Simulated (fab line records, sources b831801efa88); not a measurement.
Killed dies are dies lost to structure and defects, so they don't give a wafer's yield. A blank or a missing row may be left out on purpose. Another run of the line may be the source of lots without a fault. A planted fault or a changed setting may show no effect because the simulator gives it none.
The tool behind it: which one? ; flow gf180mcu ; Sampling: 13 lots, 39 wafers, 4 of 602 route steps

## WHAT THE GAUGES READ, wafer by wafer
GF_PASSIVATION_THK_MEAS_01. Usual: PASSIVATION_CVD_00_THK gives 993 nm (standard deviation 16).
lot;measured;on;PASSIVATION_CVD_00_THK (nm);flag
L429;day 28 10:52;film metro-03;990 1001 1002;
L430;day 28 16:53;film metro-02;1021 991 990;
L433;day 29 11:07;film metro-03;958 982 1007;
L434;day 29 21:35;film metro-03;967 970 976;
L436;day 30 11:07;film metro-02;970 951 988;
L437;day 30 16:35;film metro-03;975 988 993;
L439;day 31 05:36;film metro-03;994 996 993;
L442;day 32 01:54;film metro-02;981 988 996;
L443;day 32 07:55;film metro-02;984 992 1007;
L446;day 33 02:56;film metro-03;995 989 1018;
L448;day 33 12:32;film metro-02;965 994 983;
L449;day 33 23:37;film metro-04;985 1022 999;
L451;day 34 07:47;film metro-02;987 984 1003;

GF_PASSIVATION_THK_MEAS_03. Usual: PASSIVATION_CVD_02_THK gives 702 nm (standard deviation 12).
lot;measured;on;PASSIVATION_CVD_02_THK (nm);flag
L429;day 28 11:14;film metro-02;702 713 704;
L430;day 28 17:14;film metro-03;701 690 723;
L433;day 29 11:28;film metro-02;709 687 716;
L434;day 29 21:56;film metro-02;698 704 713;
L436;day 30 11:28;film metro-02;696 715 723;
L437;day 30 16:56;film metro-02;689 706 694;
L439;day 31 05:56;film metro-02;696 717 695;
L442;day 32 02:15;film metro-02;692 696 701;
L443;day 32 08:16;film metro-02;701 690 697;
L446;day 33 03:17;film metro-02;696 700 694;
L448;day 33 12:53;film metro-02;699 703 685;
L449;day 33 23:57;film metro-04;697 705 708;
L451;day 34 08:08;film metro-04;692 722 715;

## EACH LOT AND THE TOOL THAT RAN IT (in order: tool; ch and the chambers of the sampled wafers; start)
lot;GF_M3_SPUTTER_01;GF_V4_STRIP_18
L429;pvd sputter-04, day 20 16:36;plasma asher-03 ch 0,1, day 24 17:01
L430;pvd sputter-02, day 21 00:37;plasma asher-03 ch 0,1, day 25 00:49
L433;pvd sputter-03, day 21 23:47;plasma asher-02 ch 0,1, day 25 20:44
L434;pvd sputter-03, day 22 10:59;plasma asher-03 ch 0,1, day 26 07:28
L436;pvd sputter-04, day 23 05:55;plasma asher-01 ch 0,1, day 27 00:46
L437;pvd sputter-04, day 23 12:59;plasma asher-02 ch 0,1, day 27 06:31
L439;pvd sputter-04, day 24 03:48;plasma asher-01 ch 0,1, day 27 20:23
L442;pvd sputter-04, day 25 04:01;plasma asher-02 ch 0,1, day 28 18:56
L443;pvd sputter-04, day 25 11:47;plasma asher-03 ch 0, day 29 02:13
L446;pvd sputter-03, day 26 11:14;plasma asher-03 ch 0,1, day 30 00:50
L448;pvd sputter-02, day 27 04:09;plasma asher-01 ch 0,1, day 30 13:53
L449;pvd sputter-02, day 27 14:53;plasma asher-03 ch 0,1, day 30 23:34
L451;pvd sputter-04, day 28 02:07;plasma asher-02 ch 0,1, day 31 09:16
- GF_M3_SPUTTER_01: material TiN, target thk 30 nm, time 25 s.
- GF_V4_STRIP_18: strips in O2/N2.

## WHAT THE TOOLS THEMSELVES READ (means of the sampled wafers that have a number; where no wafer has one, the mark that the record gives instead)
GF_M3_SPUTTER_01. Usual: throttle valve pct reads 30.0 % (standard deviation 1).
lot;tool;throttle valve pct (%);flag
L429;pvd sputter-04;29.5;
L430;pvd sputter-02;30.0;
L433;pvd sputter-03;30.5;
L434;pvd sputter-03;29.8;
L436;pvd sputter-04;30.3;
L437;pvd sputter-04;29.1;
L439;pvd sputter-04;29.6;
L442;pvd sputter-04;29.5;
L443;pvd sputter-04;29.3;
L446;pvd sputter-03;29.7;
L448;pvd sputter-02;30.6;
L449;pvd sputter-02;31.1;
L451;pvd sputter-04;29.3;

GF_V4_STRIP_18. Usual: drypump motor current A 5.5 A, standard deviation 0.52; heater power w 322 W, standard deviation 29; oes product au 0.593 a.u., standard deviation 0.0049.
lot;tool;drypump motor current A (A);heater power w (W);oes product au (a.u.);flag
L429;plasma asher-03;5.6;331;0.593;
L430;plasma asher-03;5.3;310;0.593;
L433;plasma asher-02;5.7;316;0.595;
L434;plasma asher-03;5.5;327;0.596;
L436;plasma asher-01;5.4;350;0.593;
L437;plasma asher-02;6.2;308;0.592;
L439;plasma asher-01;5.2;330;0.592;
L442;plasma asher-02;5.7;317;0.593;
L443;plasma asher-03;5.8;354;0.591;
L446;plasma asher-03;5.5;330;0.592;
L448;plasma asher-01;5.4;346;0.596;
L449;plasma asher-03;5.3;306;0.596;
L451;plasma asher-02;6.2;306;0.585;

## THE ANSWER, worked out from the rows above alone
Rule: a lot is off if the mean of its wafers that have a number lies more than 3 standard deviations from the usual mean. Also off: a lot with no number at a reading for which 4 or more lots have one. The other lots that the step has rows for count as sound. The gauges are gone through in route order, then the tools' own readings, and for those a lot's mean is taken as printed above. The first step at which some lot is off is used, and at that step the reading that is off furthest; a lot without a number counts as furthest.
Across all readings shown, no lot is off: no conclusion can be drawn from this.

## WHAT THE SIMULATOR PUT IN
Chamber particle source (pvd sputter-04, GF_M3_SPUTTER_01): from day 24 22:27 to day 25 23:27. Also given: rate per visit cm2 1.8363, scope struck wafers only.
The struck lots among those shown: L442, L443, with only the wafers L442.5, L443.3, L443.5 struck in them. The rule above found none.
